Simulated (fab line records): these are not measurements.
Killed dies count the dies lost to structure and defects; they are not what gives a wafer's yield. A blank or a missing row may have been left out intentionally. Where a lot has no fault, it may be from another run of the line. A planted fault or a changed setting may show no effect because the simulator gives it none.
Which tool is to blame? || flow sky130 || 36 wafers from 12 lots sampled at 2 of the route's 708 steps

## WHAT THE GAUGES SHOWED, per wafer
SKY_FIELD_ISO_THK_MEAS_04. Usual: FIELD_ISO_CVD_03_THK 162.4 nm, standard deviation 1.3.
{"lot": "L383", "measured": "day 1 20:23", "on": "film metro-01", "FIELD_ISO_CVD_03_THK (nm)": "160.7 161.0 160.9", "flag": ""}
{"lot": "L387", "measured": "day 2 16:05", "on": "film metro-01", "FIELD_ISO_CVD_03_THK (nm)": "161.8 161.4 160.7", "flag": ""}
{"lot": "L388", "measured": "day 2 21:11", "on": "film metro-01", "FIELD_ISO_CVD_03_THK (nm)": "162.9 161.8 163.1", "flag": ""}
{"lot": "L389", "measured": "day 3 00:44", "on": "film metro-04", "FIELD_ISO_CVD_03_THK (nm)": "163.6 163.2 164.0", "flag": ""}
{"lot": "L390", "measured": "day 3 06:05", "on": "film metro-03", "FIELD_ISO_CVD_03_THK (nm)": "162.6 163.2 163.5", "flag": ""}
{"lot": "L395", "measured": "day 4 08:04", "on": "film metro-03", "FIELD_ISO_CVD_03_THK (nm)": "163.8 162.7 163.2", "flag": ""}
{"lot": "L399", "measured": "day 5 08:13", "on": "film metro-03", "FIELD_ISO_CVD_03_THK (nm)": "162.7 164.3 164.3", "flag": ""}
{"lot": "L400", "measured": "day 5 11:13", "on": "film metro-01", "FIELD_ISO_CVD_03_THK (nm)": "160.7 161.9 160.3", "flag": ""}
{"lot": "L401", "measured": "day 5 14:02", "on": "film metro-04", "FIELD_ISO_CVD_03_THK (nm)": "162.6 161.6 162.4", "flag": ""}
{"lot": "L402", "measured": "day 5 17:39", "on": "film metro-03", "FIELD_ISO_CVD_03_THK (nm)": "163.3 163.3 164.0", "flag": ""}
{"lot": "L403", "measured": "day 5 22:30", "on": "film metro-03", "FIELD_ISO_CVD_03_THK (nm)": "163.5 163.7 162.9", "flag": ""}
{"lot": "L405", "measured": "day 6 09:11", "on": "film metro-01", "FIELD_ISO_CVD_03_THK (nm)": "161.5 160.2 161.1", "flag": ""}

SKY_FIELD_ISO_CD_MEAS_13: the cd target is 150 nm. Usual: 150.2 nm for cd nm, sd 1.3.
{"lot": "L383", "measured": "day 2 11:04", "on": "cd sem-02", "cd nm (nm)": "150.5 150.0 149.7", "flag": ""}
{"lot": "L387", "measured": "day 3 07:09", "on": "cd sem-02", "cd nm (nm)": "149.1 149.1 150.4", "flag": ""}
{"lot": "L388", "measured": "day 3 12:59", "on": "cd sem-01", "cd nm (nm)": "148.4 150.4 147.5", "flag": ""}
{"lot": "L389", "measured": "day 3 15:58", "on": "cd sem-02", "cd nm (nm)": "150.2 151.3 150.4", "flag": ""}
{"lot": "L390", "measured": "day 3 22:42", "on": "cd sem-02", "cd nm (nm)": "152.8 151.5 152.1", "flag": ""}
{"lot": "L395", "measured": "day 5 00:59", "on": "cd sem-01", "cd nm (nm)": "149.4 151.2 150.8", "flag": ""}
{"lot": "L399", "measured": "day 6 02:06", "on": "cd sem-01", "cd nm (nm)": "147.4 148.9 149.7", "flag": ""}
{"lot": "L400", "measured": "day 6 05:56", "on": "cd sem-02", "cd nm (nm)": "150.7 149.4 150.0", "flag": ""}
{"lot": "L401", "measured": "day 6 08:52", "on": "cd sem-01", "cd nm (nm)": "150.1 150.5 151.9", "flag": ""}
{"lot": "L402", "measured": "day 6 11:01", "on": "cd sem-02", "cd nm (nm)": "151.4 152.4 152.7", "flag": ""}
{"lot": "L403", "measured": "day 6 17:06", "on": "cd sem-01", "cd nm (nm)": "147.5 148.2 147.6", "flag": ""}
{"lot": "L405", "measured": "day 7 03:58", "on": "cd sem-01", "cd nm (nm)": "149.6 149.6 150.9", "flag": ""}

## WHAT TOOL EACH LOT RAN ON (gives the tool, then ch and the chambers of the sampled wafers, and finally the start)
The record shows no process step preceding these readings.

## WHAT THE TOOLS THEMSELVES READ (means of the sampled wafers that have a number; where no wafer has one, the mark that the record gives instead)
The record holds no such reading with a usual standard deviation.

## THE ANSWER, worked out from the rows above alone
Rule: a lot is off if the mean of its wafers that have a number lies more than 3 standard deviations from the usual mean. Also off: a lot with no number at a reading for which 4 or more lots have one. All remaining lots with rows at the step are treated as sound. First the gauges in route order, then the tools' own readings, where a lot's mean is used as printed above. At the first step where some lot is off, the reading lying furthest off is the one used; lots without a number count as furthest.
Across all readings shown, no lot is off: no conclusion can be drawn from this.

## WHAT THE SIMULATOR HAD PUT IN
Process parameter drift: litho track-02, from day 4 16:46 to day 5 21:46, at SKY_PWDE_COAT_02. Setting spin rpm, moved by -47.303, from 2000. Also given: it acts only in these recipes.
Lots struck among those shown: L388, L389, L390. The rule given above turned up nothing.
